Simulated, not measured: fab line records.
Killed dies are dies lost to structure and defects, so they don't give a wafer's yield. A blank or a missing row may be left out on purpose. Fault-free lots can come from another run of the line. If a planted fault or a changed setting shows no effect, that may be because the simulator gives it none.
What tool caused it?	flow gf180mcu	33 wafers from 11 lots sampled at 6 of the route's 602 steps

== WHAT THE GAUGES READ, wafer by wafer ==
GF_V1_THK_MEAS_03.
lot	measured	on	V1_CVD_02_THK (nm)
L311	day 17 10:10	film-metro-02	843 856 854
L315	day 18 21:01	film-metro-02	839 823 861
L317	day 19 15:53	film-metro-03	845 851 859
L316	day 19 17:51	film-metro-02	835 832 834
L319	day 20 11:53	film-metro-03	959 983 975
L321	day 21 07:40	film-metro-02	982 979 988
L325	day 22 15:22	film-metro-02	842 825 837
L329	day 23 22:29	film-metro-01	847 858 863
L330	day 24 03:44	film-metro-02	858 854 856
L332	day 24 20:36	film-metro-02	850 858 859
L333	day 25 13:02	film-metro-01	845 832 841

GF_V1_OVL_MEAS_15.
lot	measured	on	V1_OVL (nm)
L311	day 18 09:46	overlay-02	-4 8 6
L315	day 19 21:22	overlay-01	-4 -4 -8
L317	day 20 16:15	overlay-01	3 3 2
L316	day 20 18:54	overlay-02	-5 -3 1
L319	day 21 12:31	overlay-02	1 -5 -2
L321	day 22 07:44	overlay-01	-1 -3 -2
L325	day 23 14:29	overlay-02	0 -2 -2
L329	day 24 21:13	overlay-01	-7 -7 -7
L330	day 25 02:04	overlay-02	-11 -4 -2
L332	day 25 18:24	overlay-02	-5 -4 -5
L333	day 26 10:03	overlay-02	-5 -8 -5

== EACH LOT AND THE TOOL THAT RAN IT (in order: tool; ch and the chambers of the sampled wafers; start) ==
lot	GF_CONTACT_ETCH_16	GF_M1_SPUTTER_02	GF_V1_CVD_02	GF_V1_CMP_04
L311	rie-diel-04 ch 0,1,3, day 16 11:17	pvd-sputter-02, day 16 12:40	pecvd-04 ch 0,2, day 17 10:04	cmp-01 ch 1,3, day 17 10:12
L315	rie-diel-04 ch 0,2,3, day 17 18:36	pvd-sputter-04, day 17 20:00	pecvd-01 ch 0,1,2, day 18 20:56	cmp-02 ch 0,1,2, day 18 21:04
L317	rie-diel-04 ch 1,2,3, day 18 13:27	pvd-sputter-02, day 18 14:50	pecvd-01 ch 1,2, day 19 15:49	cmp-01 ch 0,2,3, day 19 15:57
L316	rie-diel-04 ch 0,1,3, day 18 16:05	pvd-sputter-01, day 18 17:22	pecvd-03 ch 0,1,2, day 19 17:47	cmp-02 ch 0,2,3, day 19 17:58
L319	rie-diel-04 ch 0,1,2, day 19 09:18	pvd-sputter-02, day 19 10:35	pecvd-01 ch 0,2, day 20 11:47	cmp-02 ch 1,3, day 20 11:56
L321	rie-diel-04 ch 1,2,3, day 20 05:11	pvd-sputter-04, day 20 06:28	pecvd-01 ch 0,1,2, day 21 07:35	cmp-01 ch 1,2,3, day 21 07:52
L325	rie-diel-04 ch 0,2,3, day 21 13:50	pvd-sputter-01, day 21 15:07	pecvd-03 ch 1,2, day 22 15:17	cmp-02 ch 0,1, day 22 15:25
L329	rie-diel-03 ch 0,3, day 22 21:44	pvd-sputter-01, day 22 23:00	pecvd-03 ch 0,1,2, day 23 22:26	cmp-01 ch 1,2,3, day 23 22:40
L330	rie-diel-04 ch 0,1, day 23 02:50	pvd-sputter-04, day 23 04:07	pecvd-01 ch 0,1,2, day 24 03:40	cmp-02 ch 0,1,3, day 24 03:57
L332	rie-diel-04 ch 0,2,3, day 23 19:38	pvd-sputter-01, day 23 21:00	pecvd-01 ch 1,2, day 24 20:31	cmp-02 ch 2,3, day 24 20:47
L333	rie-diel-02 ch 0,1,3, day 24 13:11	pvd-sputter-02, day 24 14:27	pecvd-03 ch 0,1,2, day 25 12:58	cmp-02 ch 0,1,2, day 25 13:06
- GF_CONTACT_ETCH_16: etches BARC in N2/H2.
- GF_M1_SPUTTER_02: material AlCu, target thk 450 nm, time 23.9 s.
- GF_V1_CVD_02: deposits SiO2 from TEOS, target thk 850 nm, time 94.851 s.
- GF_V1_CMP_04: polishes SiO2.

== WHAT THE TOOLS THEMSELVES READ (means of the sampled wafers that have a number; where no wafer has one, the mark that the record gives instead) ==
GF_CONTACT_ETCH_16.
lot	tool	drypump-motor-current-A (A)	h2-flow-sccm (sccm)	oes-product-au (a.u.)	throttle-valve-pct (%)
L311	rie-diel-04	5.8	199.9	0.851	13.226
L315	rie-diel-04	6.1	199.8	0.853	13.219
L317	rie-diel-04	6.2	199.8	0.850	13.228
L316	rie-diel-04	5.8	200.7	0.851	13.226
L319	rie-diel-04	6.0	199.9	0.853	13.230
L321	rie-diel-04	6.2	200.1	0.856	13.227
L325	rie-diel-04	6.1	199.7	0.854	13.216
L329	rie-diel-03	5.9	200.2	0.854	13.227
L330	rie-diel-04	5.8	199.4	0.851	13.222
L332	rie-diel-04	6.1	199.7	0.854	13.228
L333	rie-diel-02	5.9	200.9	0.851	13.222

GF_M1_SPUTTER_02.
lot	tool	throttle-valve-pct (%)
L311	pvd-sputter-02	29.5
L315	pvd-sputter-04	30.0
L317	pvd-sputter-02	29.9
L316	pvd-sputter-01	29.4
L319	pvd-sputter-02	29.7
L321	pvd-sputter-04	31.0
L325	pvd-sputter-01	28.4
L329	pvd-sputter-01	28.6
L330	pvd-sputter-04	29.7
L332	pvd-sputter-01	29.7
L333	pvd-sputter-02	30.0

GF_V1_CVD_02.
lot	tool	heater-power-w (W)	run-length-s (s)	susceptor-temp-C (C)
L311	pecvd-04	686	123.0	400.05
L315	pecvd-01	658	122.8	399.94
L317	pecvd-01	673	122.6	400.02
L316	pecvd-03	620	123.1	400.15
L319	pecvd-01	693	137.6	399.96
L321	pecvd-01	670	137.4	399.87
L325	pecvd-03	550	123.1	399.95
L329	pecvd-03	646	122.7	400.17
L330	pecvd-01	650	122.6	400.04
L332	pecvd-01	679	122.6	399.81
L333	pecvd-03	595	122.5	399.75

GF_V1_CMP_04.
lot	tool	head-pressure-psi (psi)	motor-current-A (A)	platen-rpm (rpm)	time-to-endpoint-s (s)
L311	cmp-01	3.996	14.1	59.99	79
L315	cmp-02	4.000	12.3	59.97	75
L317	cmp-01	3.998	13.1	59.96	82
L316	cmp-02	3.999	12.0	60.01	68
L319	cmp-02	4.006	11.8	60.05	124
L321	cmp-01	4.001	13.8	60.01	126
L325	cmp-02	4.002	11.9	59.97	80
L329	cmp-01	4.001	14.0	59.97	80
L330	cmp-02	3.996	11.7	60.00	82
L332	cmp-02	4.007	11.6	60.00	79
L333	cmp-02	3.998	12.1	59.97	71

== THE ANSWER, worked out from the rows above alone ==
Rule: the lots themselves supply what counts as usual. The widest of any qualifying gaps counts: lots, ordered by their means at a reading, are off when they make up no more than a third of the lots, leave a main group of 4 or more, and stand apart from it by 3 or more times the standard deviation of that group's means. A main group whose means are all the same, to the digits that the tables above print for the reading, isn't used. A lot without any number at a reading at which 4 lots or more have one is off too. The other lots that the step has rows for count as sound. After the gauges, taken in route order, come the tools' own readings; for these a lot's mean is taken, as printed above. At the first step where some lot is off, the reading lying furthest off is the one used; lots without a number count as furthest.
Off: L319, L321, at GF_V1_THK_MEAS_03 (V1_CVD_02_THK). The main group has a mean of 847 nm with a standard deviation of 8.8.
If a tool, at a process step before that reading, ran all the lots that are off and no sound lot after the first of them, it fits. Not tried: the gauges at GF_V1_THK_MEAS_03; whatever is off there is also off at GF_V1_CVD_02, on other tools, and gauge error can't account for it. Of those tried, none fits.

== WHAT HAD BEEN PUT IN BY THE SIMULATOR ==
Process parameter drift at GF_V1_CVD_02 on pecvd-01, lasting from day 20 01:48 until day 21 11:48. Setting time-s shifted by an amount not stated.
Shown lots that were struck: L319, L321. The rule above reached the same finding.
